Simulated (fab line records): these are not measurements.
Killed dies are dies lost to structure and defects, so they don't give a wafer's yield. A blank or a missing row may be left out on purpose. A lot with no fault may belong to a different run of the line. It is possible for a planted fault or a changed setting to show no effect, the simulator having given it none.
Which tool is to blame? + flow sky130 + 15 lots with 45 wafers sampled at 6 steps, on a route of 708 steps

## WHAT EACH GAUGE READ, for each wafer
SKY_VIA2_THK_MEAS_01.
| lot  | measured     | on            | VIA2_HDPCVD_THK (nm) |
|------|--------------|---------------|----------------------|
| L238 | day 35 19:31 | film_metro-01 | 1175 1181 1183       |
| L239 | day 36 12:04 | film_metro-01 | 1153 1152 1157       |
| L240 | day 36 13:58 | film_metro-02 | 1166 1147 1176       |
| L242 | day 37 06:36 | film_metro-01 | 1180 1158 1174       |
| L243 | day 37 09:31 | film_metro-03 | 1145 1166 1167       |
| L244 | day 37 17:06 | film_metro-03 | 1159 1164 1155       |
| L247 | day 38 21:18 | film_metro-03 | 1161 1153 1181       |
| L252 | day 39 22:31 | film_metro-02 | 1151 1155 1155       |
| L253 | day 40 06:16 | film_metro-01 | 1166 1152 1143       |
| L254 | day 40 16:10 | film_metro-01 | 1173 1191 1196       |
| L255 | day 40 19:13 | film_metro-01 | 1180 1180 1181       |
| L256 | day 41 06:20 | film_metro-01 | 1175 1181 1190       |
| L258 | day 41 19:22 | film_metro-03 | 1174 1168 1175       |
| L259 | day 41 22:42 | film_metro-02 | 1164 1156 1163       |
| L260 | day 42 05:40 | film_metro-01 | 1168 1151 1165       |

SKY_CAPM_RS_MEAS_03: uses a four-point probe to measure.
| lot  | measured     | on            | CAPM_TIN_RS (ohm/sq) |
|------|--------------|---------------|----------------------|
| L238 | day 36 23:16 | film_metro-04 | 7.04 6.99 7.01       |
| L239 | day 37 16:11 | film_metro-01 | 6.92 6.91 6.89       |
| L240 | day 37 18:39 | film_metro-04 | 7.05 6.93 6.98       |
| L242 | day 38 10:25 | film_metro-01 | - - -                |
| L243 | day 38 13:59 | film_metro-03 | - - -                |
| L244 | day 38 19:50 | film_metro-01 | - - -                |
| L247 | day 40 00:43 | film_metro-03 | 6.97 6.95 6.97       |
| L252 | day 41 01:25 | film_metro-04 | 7.17 7.11 7.18       |
| L253 | day 41 09:32 | film_metro-03 | 7.09 7.03 7.01       |
| L254 | day 41 18:44 | film_metro-03 | 6.88 6.92 6.88       |
| L255 | day 41 21:35 | film_metro-04 | 7.01 6.94 7.04       |
| L256 | day 42 08:05 | film_metro-04 | 6.92 6.94 6.80       |
| L258 | day 42 22:22 | film_metro-04 | 6.92 6.91 6.95       |
| L259 | day 43 00:04 | film_metro-03 | 6.79 6.82 6.81       |
| L260 | day 43 07:31 | film_metro-04 | 6.93 6.94 6.85       |

SKY_CAPM_THK_MEAS_04: measures by xrf.
| lot  | measured     | on            | CAPM_TIN_THK (nm) |
|------|--------------|---------------|-------------------|
| L238 | day 36 23:23 | film_metro-04 | 199 201 199       |
| L239 | day 37 16:18 | film_metro-01 | 199 199 200       |
| L240 | day 37 18:46 | film_metro-04 | 200 203 202       |
| L242 | day 38 10:31 | film_metro-01 | <0 <0 <0          |
| L243 | day 38 14:07 | film_metro-03 | <0 <0 <0          |
| L244 | day 38 19:56 | film_metro-01 | <0 <0 <0          |
| L247 | day 40 00:50 | film_metro-03 | 199 199 198       |
| L252 | day 41 01:32 | film_metro-04 | 196 197 196       |
| L253 | day 41 09:39 | film_metro-03 | 197 198 199       |
| L254 | day 41 18:51 | film_metro-03 | 202 201 202       |
| L255 | day 41 21:41 | film_metro-04 | 200 202 199       |
| L256 | day 42 08:11 | film_metro-04 | 203 203 206       |
| L258 | day 42 22:28 | film_metro-04 | 204 202 202       |
| L259 | day 43 00:11 | film_metro-03 | 205 205 205       |
| L260 | day 43 07:38 | film_metro-04 | 201 202 205       |

## WHAT TOOL EACH LOT RAN ON (gives the tool, then ch and the chambers of the sampled wafers, and finally the start)
| lot  | SKY_VIA2_ETCH_15                   | SKY_VIA2_CMP_24               | SKY_CAPM_SPUTTER_02          |
|------|------------------------------------|-------------------------------|------------------------------|
| L238 | rie_diel-04 ch 2,3, day 36 21:35   | cmp-01 ch 0,1, day 36 22:37   | pvd_sputter-03, day 36 23:10 |
| L239 | rie_diel-04 ch 0,1,2, day 37 14:30 | cmp-01 ch 0,2,3, day 37 15:38 | pvd_sputter-03, day 37 16:04 |
| L240 | rie_diel-01 ch 0,1,2, day 37 16:59 | cmp-01 ch 1,2, day 37 18:01   | pvd_sputter-01, day 37 18:32 |
| L242 | rie_diel-03 ch 0,1,3, day 38 08:41 | cmp-01 ch 1,2, day 38 09:47   | pvd_sputter-01, day 38 10:16 |
| L243 | rie_diel-03 ch 1,2,3, day 38 12:19 | cmp-02 ch 0,3, day 38 13:23   | pvd_sputter-03, day 38 13:53 |
| L244 | rie_diel-03 ch 0,3, day 38 18:02   | cmp-01 ch 1,3, day 38 19:12   | pvd_sputter-02, day 38 19:42 |
| L247 | rie_diel-01 ch 0,2,3, day 39 23:02 | cmp-01 ch 0,1,2, day 40 00:04 | pvd_sputter-02, day 40 00:36 |
| L252 | rie_diel-01 ch 0,2,3, day 40 23:36 | cmp-01 ch 1,3, day 41 00:45   | pvd_sputter-02, day 41 01:18 |
| L253 | rie_diel-01 ch 2,3, day 41 07:23   | cmp-01 ch 0,2,3, day 41 08:56 | pvd_sputter-02, day 41 09:25 |
| L254 | rie_diel-03 ch 0,1,2, day 41 17:04 | cmp-01 ch 0,1,3, day 41 18:11 | pvd_sputter-03, day 41 18:37 |
| L255 | rie_diel-01 ch 1,2, day 41 19:53   | cmp-01 ch 0,1, day 41 20:55   | pvd_sputter-02, day 41 21:27 |
| L256 | rie_diel-03 ch 0,3, day 42 06:21   | cmp-01 ch 1,2,3, day 42 07:29 | pvd_sputter-02, day 42 07:59 |
| L258 | rie_diel-04 ch 1,2, day 42 20:40   | cmp-01 ch 0,3, day 42 21:41   | pvd_sputter-01, day 42 22:14 |
| L259 | rie_diel-01 ch 0,1,2, day 42 22:24 | cmp-01 ch 0,1,3, day 42 23:25 | pvd_sputter-03, day 42 23:58 |
| L260 | rie_diel-03 ch 0,1,3, day 43 05:45 | cmp-01 ch 1,3, day 43 06:56   | pvd_sputter-02, day 43 07:25 |
- SKY_VIA2_ETCH_15: etches SiO2 in C4F8/O2/Ar, stops on TiN, target depth 546 nm, time 84 s.
- SKY_VIA2_CMP_24: polishes, stops on SiO2, t overpolish 20 s, target thk 0 nm.
- SKY_CAPM_SPUTTER_02: material TiN, target thk 200 nm, time 166.7 s.

## AS READ BY THE TOOLS THEMSELVES (means over the sampled wafers that have a number; for cases with no such wafer, the mark the record gives instead)
SKY_VIA2_ETCH_15.
| lot  | tool        | oes_product_au (a.u.) |
|------|-------------|-----------------------|
| L238 | rie_diel-04 | 0.942                 |
| L239 | rie_diel-04 | 0.938                 |
| L240 | rie_diel-01 | 0.938                 |
| L242 | rie_diel-03 | 0.942                 |
| L243 | rie_diel-03 | 0.941                 |
| L244 | rie_diel-03 | 0.938                 |
| L247 | rie_diel-01 | 0.933                 |
| L252 | rie_diel-01 | 0.937                 |
| L253 | rie_diel-01 | 0.939                 |
| L254 | rie_diel-03 | 0.935                 |
| L255 | rie_diel-01 | 0.937                 |
| L256 | rie_diel-03 | 0.938                 |
| L258 | rie_diel-04 | 0.939                 |
| L259 | rie_diel-01 | 0.937                 |
| L260 | rie_diel-03 | 0.936                 |

SKY_VIA2_CMP_24.
| lot  | tool   | motor_current_A (A) | overpolish_run_s (s) | time_to_endpoint_s (s) |
|------|--------|---------------------|----------------------|------------------------|
| L238 | cmp-01 | 12.4                | 19.992               | 93                     |
| L239 | cmp-01 | 11.8                | 19.992               | 98                     |
| L240 | cmp-01 | 11.9                | 19.998               | 100                    |
| L242 | cmp-01 | 12.3                | 19.995               | 92                     |
| L243 | cmp-02 | 11.5                | 20.001               | 94                     |
| L244 | cmp-01 | 11.9                | 19.995               | 94                     |
| L247 | cmp-01 | 11.5                | 20.007               | 95                     |
| L252 | cmp-01 | 12.2                | 19.997               | 93                     |
| L253 | cmp-01 | 11.6                | 19.997               | 99                     |
| L254 | cmp-01 | 11.7                | 20.004               | 98                     |
| L255 | cmp-01 | 11.9                | 19.996               | 93                     |
| L256 | cmp-01 | 11.5                | 20.005               | 97                     |
| L258 | cmp-01 | 11.7                | 19.987               | 98                     |
| L259 | cmp-01 | 11.3                | 20.003               | 101                    |
| L260 | cmp-01 | 12.1                | 20.003               | 100                    |

SKY_CAPM_SPUTTER_02.
| lot  | tool           | cathode_dc_power_W (W) | chamber_pressure_pa (Pa) | substrate_temp_c (C) | throttle_valve_pct (%) |
|------|----------------|------------------------|--------------------------|----------------------|------------------------|
| L238 | pvd_sputter-03 | 6500.2                 | 0.4001                   | 300.07               | 29.0                   |
| L239 | pvd_sputter-03 | 6499.2                 | 0.3999                   | 299.93               | 29.3                   |
| L240 | pvd_sputter-01 | 6501.3                 | 0.4004                   | 299.88               | 31.6                   |
| L242 | pvd_sputter-01 | -                      | -                        | -                    | -                      |
| L243 | pvd_sputter-03 | -                      | -                        | -                    | -                      |
| L244 | pvd_sputter-02 | -                      | -                        | -                    | -                      |
| L247 | pvd_sputter-02 | 6498.1                 | 0.3996                   | 299.93               | 29.6                   |
| L252 | pvd_sputter-02 | 6501.0                 | 0.4007                   | 299.95               | 29.8                   |
| L253 | pvd_sputter-02 | 6499.6                 | 0.3996                   | 300.07               | 30.0                   |
| L254 | pvd_sputter-03 | 6499.5                 | 0.4000                   | 300.02               | 28.4                   |
| L255 | pvd_sputter-02 | 6500.2                 | 0.3995                   | 300.09               | 30.1                   |
| L256 | pvd_sputter-02 | 6499.6                 | 0.3989                   | 299.79               | 30.2                   |
| L258 | pvd_sputter-01 | 6499.7                 | 0.4000                   | 300.02               | 30.8                   |
| L259 | pvd_sputter-03 | 6500.4                 | 0.4000                   | 299.98               | 29.2                   |
| L260 | pvd_sputter-02 | 6498.8                 | 0.3998                   | 299.94               | 30.2                   |

## THE ANSWER, worked out from the rows above alone
Rule: the usual values come from the lots themselves. Put in order of their means at a reading, lots are off if they are a third of the lots or fewer, leave a main group of 4 or more, and stand apart from it by a gap of 3 or more times the standard deviation of the main group's means; of several such gaps the widest counts. Not used: any main group whose means are identical at the precision the tables above print for the reading. Also off: a lot with no number at a reading for which 4 or more lots have one. All remaining lots with rows at the step are treated as sound. Order of review: gauges by route order, followed by the tools' own readings, for which a lot's mean as printed above is used. At the first step where some lot is off, the reading lying furthest off is the one used; lots without a number count as furthest.
Off: L242, L243, L244, at SKY_CAPM_RS_MEAS_03 (CAPM_TIN_RS). Without a number there: L242, L243, L244. Mean 6.96 ohm/sq and standard deviation 0.086 in the main group.
A tool fits if, at a process step before that reading, it ran every lot that is off, and no sound lot after the first of them. The gauges at SKY_CAPM_RS_MEAS_03 aren't tried: what is off there is off at SKY_CAPM_SPUTTER_02 too, on other tools, and a gauge's error can't cause that. None of those tried fits.

## WHAT THE SIMULATOR HAD PUT IN
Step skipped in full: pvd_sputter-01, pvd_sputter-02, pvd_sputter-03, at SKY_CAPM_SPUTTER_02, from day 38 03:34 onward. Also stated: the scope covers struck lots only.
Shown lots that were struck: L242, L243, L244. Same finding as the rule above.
